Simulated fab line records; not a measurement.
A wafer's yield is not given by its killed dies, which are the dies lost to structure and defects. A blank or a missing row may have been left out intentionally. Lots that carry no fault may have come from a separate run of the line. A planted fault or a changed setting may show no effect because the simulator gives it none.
Problem report, 8D (eight disciplines) form, completed by code || flow gf180mcu || the parts of the form that need people (team, actions taken, sign-off) are left out

1. THE ISSUE
Across 9 wafers from 3 lots, LVPWELL_TW at GF_LVPWELL_TW_MEAS_11 averages 608, while fault-free wafers read 557 with a standard deviation of 9.4. Relative to the usual mean, that is a shift of +5.4 standard deviations.
First seen on wafer L595.4, day 6 15:38, on film metro-02. Wafers with a number at this step in the record: 45, from 15 lots. By rule, "out" or "out of limits" means more than 4 standard deviations away from the usual mean. All remaining wafers that have a number are taken as sound.

2. WHAT THIS IS AND IS NOT
{"question": "which readings at this step", "is": "LVPWELL_TW", "is not": "-"}
{"question": "which lots", "is": "L595, L596, L597", "is not": "L584, L586, L587, L590, L594, L599, L600, L601, L602, L603, L604, L606"}
{"question": "which wafers of those lots", "is": "all that have a number", "is not": "-"}
{"question": "read on which gauges", "is": "film metro-02, film metro-04", "is not": "film metro-01"}
{"question": "when", "is": "from day 6 15:38", "is not": "up to then (15 sound wafers); but 21 sound wafers of L599, L600, L601, L602, L603, L604, L606 came after"}

3. SUSPECTS, AND WHAT RULES EACH OUT
Counting: a tool at any process step up to the reading remains a suspect when it ran all the lots that are out and ran no sound lot after the first of those.
- ruled out: the gauge at GF_LVPWELL_TW_MEAS_11. The wafers that are out were read on 2 gauges (film metro-02, film metro-04).
- implanter-04 at GF_LVPWELL_IMPLANT_08: kept. All lots that are out passed through it, beginning with L595 at day 6 15:16, and no sound lot followed; its final sound lot before that point was L590 at day 5 13:07. Its own readings are out on those wafers: tilt deg.
The count leaves implanter-04 at GF_LVPWELL_IMPLANT_08.

4. THE CAUSE (what the simulator had put in)
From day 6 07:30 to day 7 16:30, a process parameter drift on implanter-04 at GF_LVPWELL_IMPLANT_08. Setting tilt deg shifted by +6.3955 from 0. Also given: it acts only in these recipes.
This tool alone remained once counting was done.

5. THE EFFECT CHAIN, in route order
Each row: a reading where the mean over the struck wafers with a number is more than 3 standard deviations away from the usual. Only readings whose record carries a usual standard deviation are examined. hours: median over the lots of the time between each lot's start at the first step of this table that gives one and its start at this step. sigmas: the change, counted in usual standard deviations.
{"hours": 0, "step": "GF_LVPWELL_IMPLANT_08", "reading": "tilt deg", "usual": "0.002 degrees", "on struck wafers": 6.390, "change": "+6.388", "sigmas": "+99 or more"}
{"hours": 0, "step": "GF_LVPWELL_TW_MEAS_11", "reading": "LVPWELL_TW", "usual": 557, "on struck wafers": 608, "change": "+51", "sigmas": "+5.4"}
{"hours": 101, "step": "GF_VT_IMPLANT_RS_MEAS_48", "reading": "LVPWELL_RS", "usual": "1196 ohm/sq", "on struck wafers": 1429, "change": "+233", "sigmas": "+71"}
It contains these process steps:
- GF_LVPWELL_IMPLANT_08

6. HOW IT WOULD HAVE BEEN CAUGHT EARLIER
The first out-of-limits reading at a measuring or inspecting step in this record came at day 6 15:38, 8 hours after the fault's start at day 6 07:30.
The tool's own readings at GF_LVPWELL_IMPLANT_08 were out on every struck wafer that the step has a row for (tilt deg): an alarm limit on them would have fired on the first of those.
Lots out: 3; of these, L596, L597 started GF_LVPWELL_IMPLANT_08 on implanter-04 after day 6 15:38. A hold on the tool at that time would have spared those 2.
